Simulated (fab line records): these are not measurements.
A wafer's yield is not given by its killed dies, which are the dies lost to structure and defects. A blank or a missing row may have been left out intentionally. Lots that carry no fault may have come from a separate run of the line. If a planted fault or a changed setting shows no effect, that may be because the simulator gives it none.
The tool behind it: which one?    flow gf180mcu    13 lots, 39 wafers sampled, at 5 steps of a route of 602

## WHAT THE GAUGES READ, wafer by wafer
GF_VT_IMPLANT_OVL_MEAS_29.
lot   measured      on          VT_IMPLANT_02_OVL (nm)
L611  day 6 18:54   overlay-01  -2.1 -0.3 -0.5
L612  day 7 03:40   overlay-01  0.7 1.0 -0.4
L614  day 7 14:09   overlay-02  0.2 -0.7 0.6
L616  day 8 04:09   overlay-01  0.6 0.5 0.6
L617  day 8 21:22   overlay-02  0.1 2.0 1.8
L620  day 9 05:15   overlay-02  0.2 -1.0 0.3
L621  day 9 20:15   overlay-02  -0.7 0.1 -1.0
L622  day 9 22:45   overlay-02  -0.8 0.9 -0.2
L624  day 10 09:36  overlay-01  2.3 2.2 1.8
L625  day 10 14:40  overlay-02  1.4 0.2 1.2
L626  day 10 20:21  overlay-01  1.8 2.9 1.1
L627  day 11 05:55  overlay-01  1.5 2.3 0.5
L634  day 13 06:56  overlay-01  1.5 1.8 2.3

GF_VT_IMPLANT_OVL_MEAS_40.
lot   measured      on          VT_IMPLANT_03_OVL (nm)
L611  day 7 10:07   overlay-01  -2.2 1.8 2.3
L612  day 7 19:55   overlay-02  -0.1 0.0 2.0
L614  day 8 06:28   overlay-02  -1.5 -0.9 -1.5
L616  day 8 20:18   overlay-01  -3.2 -1.4 -1.7
L617  day 9 14:07   overlay-02  -0.3 2.8 2.5
L620  day 9 22:09   overlay-01  0.6 0.7 1.6
L621  day 10 13:46  overlay-01  0.8 0.4 1.0
L622  day 10 16:37  overlay-01  1.4 1.8 3.1
L624  day 11 03:37  overlay-01  -0.4 -1.2 0.1
L625  day 11 09:10  overlay-01  0.9 1.6 0.1
L626  day 11 14:27  overlay-01  -0.1 -1.9 -2.1
L627  day 12 00:03  overlay-01  0.8 1.9 -1.3
L634  day 14 03:13  overlay-01  -0.7 1.1 1.7

GF_DUAL_GATE_THK_MEAS_03.
lot   measured      on             DUAL_GATE_OXIDATION_00_THK (nm)
L611  day 7 13:56   film_metro-04  10.67 10.82 10.78
L612  day 7 22:32   film_metro-03  11.02 10.89 11.10
L614  day 8 09:04   film_metro-01  10.85 10.88 10.68
L616  day 8 22:55   film_metro-01  11.00 11.10 11.29
L617  day 9 16:45   film_metro-04  10.85 10.89 11.11
L620  day 10 01:23  film_metro-04  11.17 11.11 11.32
L621  day 10 16:26  film_metro-01  10.80 10.68 10.86
L622  day 10 19:27  film_metro-01  10.33 10.51 10.43
L624  day 11 06:19  film_metro-04  11.56 11.54 11.48
L625  day 11 12:21  film_metro-01  11.45 11.46 11.34
L626  day 11 17:58  film_metro-04  10.96 10.91 10.86
L627  day 12 03:41  film_metro-01  10.91 10.94 11.07
L634  day 14 06:08  film_metro-01  11.01 11.00 11.02

GF_POLY_GATE_THK_MEAS_01.
lot   measured      on             POLY_GATE_CVD_00_THK (nm)
L611  day 8 08:57   film_metro-04  202.7 202.3 201.9
L612  day 8 17:22   film_metro-04  203.2 201.6 201.3
L614  day 9 05:24   film_metro-04  199.8 198.6 199.7
L616  day 9 18:59   film_metro-04  202.2 203.8 203.0
L617  day 10 13:04  film_metro-04  201.8 202.5 202.2
L620  day 10 23:10  film_metro-04  198.3 197.6 198.3
L621  day 11 15:11  film_metro-04  199.4 199.7 199.1
L622  day 11 16:14  film_metro-04  202.5 201.5 201.2
L624  day 12 03:35  film_metro-02  200.4 199.7 198.2
L625  day 12 10:25  film_metro-04  200.0 201.5 199.4
L626  day 12 16:55  film_metro-04  200.7 201.9 201.8
L627  day 13 01:19  film_metro-03  199.7 198.8 197.8
L634  day 15 05:28  film_metro-04  199.6 200.5 200.8

## WHICH TOOL RAN EACH LOT (tool, then ch and the chambers of the sampled wafers, then the start)
lot   GF_DUAL_GATE_OXIDATION_02
L611  furnace-02 ch 0, day 7 12:29
L612  furnace-01 ch 0, day 7 21:04
L614  furnace-02 ch 0, day 8 07:38
L616  furnace-01 ch 0, day 8 21:28
L617  furnace-01 ch 0, day 9 15:18
L620  furnace-01 ch 0, day 9 23:57
L621  furnace-02 ch 0, day 10 14:59
L622  furnace-02 ch 0, day 10 18:00
L624  furnace-02 ch 0, day 11 04:52
L625  furnace-02 ch 0, day 11 10:53
L626  furnace-01 ch 0, day 11 16:31
L627  furnace-01 ch 0, day 12 02:14
L634  furnace-01 ch 0, day 14 04:40
- GF_DUAL_GATE_OXIDATION_02: stabilise 600 s, purge 300 s, target thk 10.887 nm.

## AS READ BY THE TOOLS THEMSELVES (means over the sampled wafers that have a number; for cases with no such wafer, the mark the record gives instead)
GF_DUAL_GATE_OXIDATION_02.
lot   tool        spike_tc_bottom_C (C)  spike_tc_centre_C (C)  spike_tc_lower_C (C)  spike_tc_top_C (C)  spike_tc_upper_C (C)  tube_center_temp_C (C)  tube_center_temp_C_max  zone_power_bottom_pct (%)  zone_power_lower_pct (%)
L611  furnace-02  914.2                  901.8                  899.8                 912.4               899.7                 899.87                  902.2                   26.8                       15.3
L612  furnace-01  911.3                  901.2                  899.9                 907.1               902.0                 900.06                  902.2                   27.1                       16.5
L614  furnace-02  913.5                  900.9                  900.1                 912.1               900.4                 899.97                  902.3                   26.6                       15.4
L616  furnace-01  911.1                  901.6                  900.4                 906.8               901.3                 899.99                  902.4                   26.6                       16.5
L617  furnace-01  910.9                  901.2                  900.4                 907.0               900.5                 900.07                  902.2                   26.7                       16.6
L620  furnace-01  910.2                  901.8                  900.5                 906.1               902.6                 900.04                  902.0                   27.0                       16.6
L621  furnace-02  914.8                  900.9                  900.0                 912.5               898.9                 899.99                  902.0                   26.6                       15.2
L622  furnace-02  913.7                  901.0                  900.1                 912.4               899.6                 899.92                  902.3                   26.5                       15.1
L624  furnace-02  920.6                  908.2                  907.4                 918.9               906.5                 906.44                  908.7                   26.8                       15.5
L625  furnace-02  921.0                  907.8                  908.2                 918.2               907.0                 906.34                  908.6                   27.3                       15.6
L626  furnace-01  911.2                  900.6                  900.1                 907.9               900.2                 899.97                  902.6                   27.1                       16.7
L627  furnace-01  910.7                  901.6                  900.2                 906.4               902.3                 899.90                  902.0                   26.9                       16.6
L634  furnace-01  911.6                  901.1                  901.6                 907.6               901.7                 900.02                  902.5                   27.2                       16.5

## THE ANSWER, worked out from the rows above alone
Rule: what is usual is taken from the lots themselves. The widest of any qualifying gaps counts: lots, ordered by their means at a reading, are off when they make up no more than a third of the lots, leave a main group of 4 or more, and stand apart from it by 3 or more times the standard deviation of that group's means. The tables above print the reading to a certain number of digits; a main group whose means all agree to those digits is not used. A lot without any number at a reading at which 4 lots or more have one is off too. The other lots that the step has rows for count as sound. After the gauges, taken in route order, come the tools' own readings; for these a lot's mean is taken, as printed above. At the first step where some lot is off, the reading lying furthest off is the one used; lots without a number count as furthest.
Off at GF_DUAL_GATE_OXIDATION_02 (tube_center_temp_C): L624, L625. For the main group the mean is 899.98 C and the standard deviation 0.062.
If a tool, at that step or one of the process steps before it, ran each lot that is off and ran no sound lot following the first of them, it fits. One fits: furnace-02 at GF_DUAL_GATE_OXIDATION_02. A fault onset in the window from L622 (day 10 18:00, its last sound lot) to L624 (day 11 04:52, its first lot off) fits.
The tool's own readings at GF_DUAL_GATE_OXIDATION_02 bear it out: on the lots that are off they differ by more than 5 times the standard deviation of the sound lots' means. spike_tc_bottom_C reads 920.8 C there against 912.1 C on the sound lots; spike_tc_centre_C reads 908.0 C there against 901.2 C on the sound lots; spike_tc_lower_C reads 907.8 C there against 900.3 C on the sound lots; spike_tc_upper_C reads 906.8 C there against 900.8 C on the sound lots; tube_center_temp_C reads 906.39 C there against 899.98 C on the sound lots; tube_center_temp_C_max reads 908.7 there against 902.2 on the sound lots.

## WHAT HAD BEEN PUT IN BY THE SIMULATOR
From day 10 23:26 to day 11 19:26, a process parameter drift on furnace-02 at GF_DUAL_GATE_OXIDATION_02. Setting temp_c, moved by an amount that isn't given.
Lots struck among those shown: L624, L625. The rule given above showed the same thing.
